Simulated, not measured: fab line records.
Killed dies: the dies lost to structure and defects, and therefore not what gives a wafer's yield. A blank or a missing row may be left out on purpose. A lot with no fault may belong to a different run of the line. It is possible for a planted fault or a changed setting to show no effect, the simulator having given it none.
Tool commonality check	flow sky130	Sample size 13 lots and 39 wafers

WHY IT WAS OPENED
Flagged at SKY_POLY_GATE_CD_MEAS_13: reading cd-nm, on 4 of 13 lots. No-fault wafers: 149.2 nm, standard deviation 1.6.
Rule: a lot is flagged in two cases, either no wafer of it has a number, or all its wafers with numbers fall more than 4 standard deviations from that mean. The other lots count as sound.

lot	measured	on	cd-nm (nm), wafer by wafer	flag
L413	day 17 07:06	cd-sem-01	149.5 149.6 150.3	
L414	day 17 12:26	cd-sem-01	150.6 148.7 149.8	
L415	day 17 12:46	cd-sem-01	148.0 149.2 149.5	
L416	day 18 02:18	cd-sem-02	152.2 152.3 152.4	
L417	day 18 09:57	cd-sem-01	151.8 151.0 152.7	
L418	day 18 18:35	cd-sem-01	148.2 148.7 147.4	
L419	day 18 22:26	cd-sem-02	131.1 131.5 131.6	FLAGGED
L420	day 19 05:12	cd-sem-01	129.4 127.4 129.3	FLAGGED
L421	day 19 18:36	cd-sem-01	133.4 133.9 132.8	FLAGGED
L422	day 19 23:33	cd-sem-02	133.8 135.0 134.5	FLAGGED
L429	day 22 06:51	cd-sem-01	147.5 148.1 147.1	
L433	day 23 13:09	cd-sem-02	149.4 148.3 148.5	
L436	day 24 21:06	cd-sem-02	147.0 147.1 147.8	
The numbers of the flagged lots are 132.0 nm on average: -17.2 nm against the usual, or -11 standard deviations.

WHICH TOOL EACH LOT WENT THROUGH
The record holds 1 process step before the reading, out of a route of 708 steps. In each cell: the tool, then ch and the chambers that the sampled wafers went through, then the start.
lot	flag	SKY_POLY_GATE_EXPOSE_10
L413		krf-scanner-01 ch 0, day 16 17:21
L414		krf-scanner-01 ch 0, day 16 22:02
L415		krf-scanner-02 ch 0, day 16 22:22
L416		krf-scanner-01 ch 0, day 17 11:54
L417		krf-scanner-01 ch 0, day 17 18:55
L418		krf-scanner-01 ch 0, day 18 03:35
L419	FLAGGED	krf-scanner-01 ch 0, day 18 07:32
L420	FLAGGED	krf-scanner-01 ch 0, day 18 13:48
L421	FLAGGED	krf-scanner-01 ch 0, day 19 02:37
L422	FLAGGED	krf-scanner-01 ch 0, day 19 08:35
L429		krf-scanner-02 ch 0, day 21 15:59
L433		krf-scanner-02 ch 0, day 22 22:53
L436		krf-scanner-02 ch 0, day 24 06:31
These steps, and what they do:
- SKY_POLY_GATE_EXPOSE_10: exposes mask P1M, target cd 150 nm.
- SKY_POLY_GATE_CD_MEAS_13: target cd 150 nm.

FLAGGED OVER TOTAL, TOOL BY TOOL (the gauges that took the reading come last)
step	tool	lots run	flagged	share of the flagged lots	sound lots run after its first flagged lot
SKY_POLY_GATE_EXPOSE_10	krf-scanner-01	9	4	all	0
SKY_POLY_GATE_EXPOSE_10	krf-scanner-02	4	0	none	-
SKY_POLY_GATE_CD_MEAS_13	cd-sem-01	8	2	some	1 (L429)
SKY_POLY_GATE_CD_MEAS_13	cd-sem-02	5	2	some	2 (L433,L436)

WHAT THE TABLE ALLOWS
In the table, 1 row covers all flagged lots: krf-scanner-01 at SKY_POLY_GATE_EXPOSE_10.
- krf-scanner-01 at SKY_POLY_GATE_EXPOSE_10 ran 9 lots, 4 of them flagged. A fault beginning between L418 (day 18 03:35), its last sound lot, and L419 (day 18 07:32), its first flagged one, fits the data. Its own readings (exposure-dose-mJ-cm2) fall more than 4 standard deviations out on all wafers of the flagged lots.
Left over: one tool, krf-scanner-01 at SKY_POLY_GATE_EXPOSE_10.

WHAT THE SIMULATOR HAD PUT IN
Drift in process parameters on krf-scanner-01 at SKY_POLY_GATE_EXPOSE_10, starting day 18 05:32. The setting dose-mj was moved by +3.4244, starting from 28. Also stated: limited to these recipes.
Shown lots that were struck: L419, L420, L421, L422. The same result came from the rule above.
